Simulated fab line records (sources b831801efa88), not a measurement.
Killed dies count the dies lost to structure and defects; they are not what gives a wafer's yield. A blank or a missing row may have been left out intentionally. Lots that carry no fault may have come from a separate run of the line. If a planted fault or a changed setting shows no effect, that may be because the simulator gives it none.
The tool behind it: which one?    flow sky130    36 wafers from 12 lots sampled at 2 of the route's 708 steps

## WHAT EACH GAUGE READ, for each wafer
SKY_CAPM_RS_MEAS_03: measures by four-point-probe. Usual: CAPM_TIN_RS 6.65 ohm/sq, standard deviation 0.067.
lot   measured      on             CAPM_TIN_RS (ohm/sq)  flag
L365  day 38 04:48  film metro-02  6.68 6.72 6.75        
L367  day 38 06:07  film metro-01  6.68 6.70 6.65        
L368  day 38 06:24  film metro-01  6.63 6.72 6.72        
L366  day 38 06:49  film metro-01  6.79 6.67 6.79        
L370  day 38 07:11  film metro-02  6.64 6.63 6.65        
L372  day 39 04:57  film metro-04  6.70 6.71 6.70        
L371  day 39 06:19  film metro-01  6.67 6.69 6.72        
L374  day 40 08:48  film metro-02  6.72 6.67 6.63        
L376  day 40 10:02  film metro-04  6.60 6.48 6.54        
L379  day 41 08:00  film metro-01  6.55 6.60 6.51        
L380  day 41 11:53  film metro-04  6.57 6.70 6.64        
L382  day 42 07:54  film metro-04  6.68 6.65 6.62        

## WHAT TOOL EACH LOT RAN ON (gives the tool, then ch and the chambers of the sampled wafers, and finally the start)
lot   SKY_CONTACT_ETCH_16
L365  rie diel-04 ch 0,1,3, day 32 21:37
L367  rie diel-02 ch 0,2,3, day 33 01:44
L368  rie diel-04 ch 2,3, day 33 02:25
L366  rie diel-01 ch 0,1,3, day 33 02:52
L370  rie diel-02 ch 0,1,2, day 33 15:47
L372  rie diel-02 ch 1,2,3, day 34 10:41
L371  rie diel-02 ch 0,1,3, day 34 13:26
L374  rie diel-02 ch 1,2,3, day 35 18:36
L376  rie diel-02 ch 0,2,3, day 35 20:10
L379  rie diel-04 ch 1,2, day 36 20:49
L380  rie diel-02 ch 1,2, day 36 23:49
L382  rie diel-02 ch 0,2,3, day 37 21:40
- SKY_CONTACT_ETCH_16: etches BARC in N2/H2, stops on SiO2, time 45.9 s, target depth 60 nm.

## AS READ BY THE TOOLS THEMSELVES (means over the sampled wafers that have a number; for cases with no such wafer, the mark the record gives instead)
SKY_CONTACT_ETCH_16. Usual: drypump motor current A 6.0 A, standard deviation 0.55; oes product au 0.855 a.u., standard deviation 0.0049; throttle valve pct 13.226 %, standard deviation 0.0095.
lot   tool         drypump motor current A (A)  oes product au (a.u.)  throttle valve pct (%)  flag
L365  rie diel-04  5.7                          0.856                  13.218                  
L367  rie diel-02  5.8                          0.856                  13.223                  
L368  rie diel-04  6.1                          0.849                  13.223                  
L366  rie diel-01  5.9                          0.856                  13.225                  
L370  rie diel-02  5.9                          0.855                  13.240                  
L372  rie diel-02  6.0                          0.856                  13.232                  
L371  rie diel-02  6.4                          0.855                  13.229                  
L374  rie diel-02  6.0                          0.859                  13.222                  
L376  rie diel-02  5.8                          0.859                  13.226                  
L379  rie diel-04  6.1                          0.855                  13.225                  
L380  rie diel-02  5.5                          0.852                  13.225                  
L382  rie diel-02  5.8                          0.856                  13.222                  

## THE ANSWER, worked out from the rows above alone
Rule: a lot counts as off when the mean over its wafers that have a number is more than 3 standard deviations away from the usual mean. A lot without any number at a reading at which 4 lots or more have one is off too. Any other lot the step has rows for is counted as sound. First the gauges in route order, then the tools' own readings, where a lot's mean is used as printed above. At the first step where some lot is off, the reading lying furthest off is the one used; lots without a number count as furthest.
No lot is off on any of the readings shown, so nothing can be concluded from this.

## WHAT THE SIMULATOR HAD PUT IN
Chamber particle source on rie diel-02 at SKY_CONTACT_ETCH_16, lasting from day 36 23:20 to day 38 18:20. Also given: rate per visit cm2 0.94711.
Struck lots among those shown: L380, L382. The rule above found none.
